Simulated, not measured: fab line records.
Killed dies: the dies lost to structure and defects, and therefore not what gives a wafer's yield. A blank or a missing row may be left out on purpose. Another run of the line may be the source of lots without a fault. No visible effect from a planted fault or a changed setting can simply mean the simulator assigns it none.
Comparing a struck lot with a sound one :: flow sky130 :: 43 out of 708 route steps
Sound: wafers L160.2, L160.4, L160.6. Struck: wafers L168.2, L168.3, L168.4. The cause is given at the end.
For every step that has rows: the tool of each side, followed by ch and its chambers, followed by its first start. Under that, the readings that differ: sound wafers :: struck wafers :: difference of the means :: sigmas: that difference in standard deviations of wafers without a fault.
alike: a reading whose means differ by less than 2 such deviations, as well as words and numbers matching on both sides. not compared: withheld readings; readings where some wafer has no value; bounds like >300 that might hide an equal value; numbers whose values overlap and for which the record gives no deviation.
A row with sigmas, a row that says differs or no value, or rows on one side alone: a step with any of these is where the two part. Non-overlapping numbers with no deviation appear without sigmas and do not part them. A reading that every wafer of one side lacks parts them only if that side has two wafers or more.

first, 7 steps without rows for these wafers: SKY_LI_CONTACT_HMDS_05 (prime time 60 s); SKY_LI_CONTACT_COAT_06 (resist thk 60 nm); SKY_LI_CONTACT_COAT_07 (resist thk 450 nm); SKY_LI_CONTACT_SOFTBAKE_08 (time 90 s); SKY_LI_CONTACT_EXPOSE_09 (exposes mask LICM1, target cd 170 nm); SKY_LI_CONTACT_PEB_10; SKY_LI_CONTACT_DEVELOP_11 (develop time 60 s).
SKY_LI_CONTACT_CD_MEAS_12: the cd target is 170 nm.
  struck on cd sem-02, day 33 12:40; sound on cd sem-02, day 31 06:16
  alike: cd nm
SKY_LI_CONTACT_OVL_MEAS_13:
  struck on overlay-02, day 33 12:46; sound on overlay-02, day 31 06:22
  alike: LI_CONTACT_OVL
then, 3 steps without rows for these wafers: SKY_LI_CONTACT_ETCH_14 (etches BARC in N2/H2, stops on SiO2, time 45.9 s, target depth 60 nm); SKY_LI_CONTACT_ETCH_15 (etches PSG in C4F8/O2/Ar, stops on Si, target depth 600 nm); SKY_LI_CONTACT_STRIP_16 (strips in O2/N2).
SKY_LI_CONTACT_CLEAN_17: cleans in NMP, time 600 s.
  sound on wet bench-01 ch 0, day 31 06:37; struck on wet bench-03 ch 0, day 33 13:01
then, 1 step without rows for these wafers: SKY_LI_CONTACT_PRE_CLEAN_18 (time 5.6 s).
SKY_LI_CONTACT_SPUTTER_19: material Ti, target thk 20 nm, time 106.37 s.
  struck on pvd sputter-01, day 33 13:13; sound on pvd sputter-03, day 31 06:49
  alike: throttle valve pct
then, 1 step without rows for these wafers: SKY_LI_CONTACT_SPUTTER_20 (material TiN, target thk 20 nm, time 80 s).
SKY_LI_CONTACT_CVD_21: deposits W, target thk 400 nm, time 120.56 s.
  sound on cvd w-01 ch 0,1, day 31 06:57; struck on cvd w-01 ch 0,1, day 33 13:21
  alike: heater power w
SKY_LI_CONTACT_RS_MEAS_22: measures by four-point-probe.
  struck on film metro-04, day 33 13:30; sound on film metro-01, day 31 07:06
  alike: LI_CONTACT_W_RS
SKY_LI_CONTACT_THK_MEAS_23: measures by xrf.
  struck on film metro-04, day 33 13:37; sound on film metro-01, day 31 07:13
  alike: LI_CONTACT_W_THK
SKY_LI_CONTACT_CMP_24: polishes, stops on PSG, t overpolish 20 s, target thk 0 nm.
  sound on cmp-01 ch 1,2,3, day 31 07:22; struck on cmp-02 ch 0,2,3, day 33 13:40
  alike: motor current A, overpolish run s, time to endpoint s
then, 1 step without rows for these wafers: SKY_LOCAL_INTERCONNECT_SPUTTER_00 (material TiN, target thk 100 nm, time 83.3 s).
SKY_LOCAL_INTERCONNECT_RS_MEAS_01: measures by four-point-probe.
  struck on film metro-02, day 33 14:02; sound on film metro-03, day 31 07:38
  alike: LOCAL_INTERCONNECT_TIN_RS
SKY_LOCAL_INTERCONNECT_THK_MEAS_02: measures by xrf.
  struck on film metro-02, day 33 14:09; sound on film metro-03, day 31 07:45
  alike: LOCAL_INTERCONNECT_TIN_THK
then, 8 steps without rows for these wafers: SKY_LOCAL_INTERCONNECT_DEHYDRATE_03 (time 60 s); SKY_LOCAL_INTERCONNECT_HMDS_04 (prime time 60 s); SKY_LOCAL_INTERCONNECT_COAT_05 (resist thk 60 nm); SKY_LOCAL_INTERCONNECT_COAT_06 (resist thk 450 nm); SKY_LOCAL_INTERCONNECT_SOFTBAKE_07 (time 90 s); SKY_LOCAL_INTERCONNECT_EXPOSE_08 (exposes mask LI1M, target cd 170 nm); SKY_LOCAL_INTERCONNECT_PEB_09; SKY_LOCAL_INTERCONNECT_DEVELOP_10 (develop time 60 s).
SKY_LOCAL_INTERCONNECT_CD_MEAS_11: the cd target is 170 nm.
  struck on cd sem-01, day 34 16:10; sound on cd sem-01, day 32 10:31
  alike: cd nm
SKY_LOCAL_INTERCONNECT_OVL_MEAS_12:
  struck on overlay-02, day 34 16:16; sound on overlay-02, day 32 10:37
reading: LOCAL_INTERCONNECT_OVL (nm)
sound: 2 0 -5
struck: -7 -15 -15
difference: -11
sigmas: -2
then, 1 step without rows for these wafers: SKY_LOCAL_INTERCONNECT_ETCH_13 (etches BARC in N2/H2, stops on SiO2, time 45.9 s, target depth 60 nm).
SKY_LOCAL_INTERCONNECT_METAL_ETCH_14: etches TiN in Cl2/BCl3, stops on PSG, target depth 110 nm, time 31.4 s.
  sound on rie metal-03 ch 0,1, day 32 10:43; struck on rie metal-02 ch 0,1, day 34 16:22
  alike: drypump motor current A, oes product au, throttle valve pct
  not compared: rf hours counter h
then, 4 steps without rows for these wafers: SKY_LOCAL_INTERCONNECT_STRIP_15 (strips in O2/N2); SKY_LOCAL_INTERCONNECT_STRIP_16 (strips in post etch residue remover, time 1200 s); SKY_LOCAL_INTERCONNECT_CLEAN_17 (cleans in IPA, time 180 s); SKY_LOCAL_INTERCONNECT_CLEAN_18 (cleans in O3/DIW).
SKY_CONTACT_CVD_00: deposits Si3N4, target thk 75 nm.
  sound on pecvd-03 ch 0,1, day 32 11:22; struck on pecvd-01 ch 0,1, day 34 17:01
  alike: heater power w
SKY_CONTACT_THK_MEAS_01:
  struck on film metro-02, day 34 17:03; sound on film metro-02, day 32 11:24
  alike: CONTACT_CVD_00_THK
then, 1 step without rows for these wafers: SKY_CONTACT_HDPCVD_02 (deposits SiO2, target thk 565 nm, time 94.2 s).
-- the record jumps here: 14 days lie between the struck wafers' starts before and after (it left off in module CONTACT and takes up again in module PAD_OPEN, whose first step shown is number 708 of the route) --
SKY_PAD_OPEN_PROBE_99:
  struck on prober-02, day 49 02:08; sound on prober-02, day 47 09:50
reading: killed at contacts
sound: 24 21 21
struck: 59 63 53
difference: +36
sigmas: +7

reading: killed dies
sound: 79 73 88
struck: 116 123 113
difference: +37
sigmas: +4

reading: killed on rim
sound: 20 21 18
struck: 30 26 26
difference: +8
sigmas: +2
  alike: killed_at_M0_to_M3, killed_at_M4_up, killed at front end, killed at other, killed open, killed short

## WHERE THEY PART
Earliest at SKY_LOCAL_INTERCONNECT_OVL_MEAS_12; latest, in this record, at SKY_PAD_OPEN_PROBE_99.

WHY: what had been put in by the simulator
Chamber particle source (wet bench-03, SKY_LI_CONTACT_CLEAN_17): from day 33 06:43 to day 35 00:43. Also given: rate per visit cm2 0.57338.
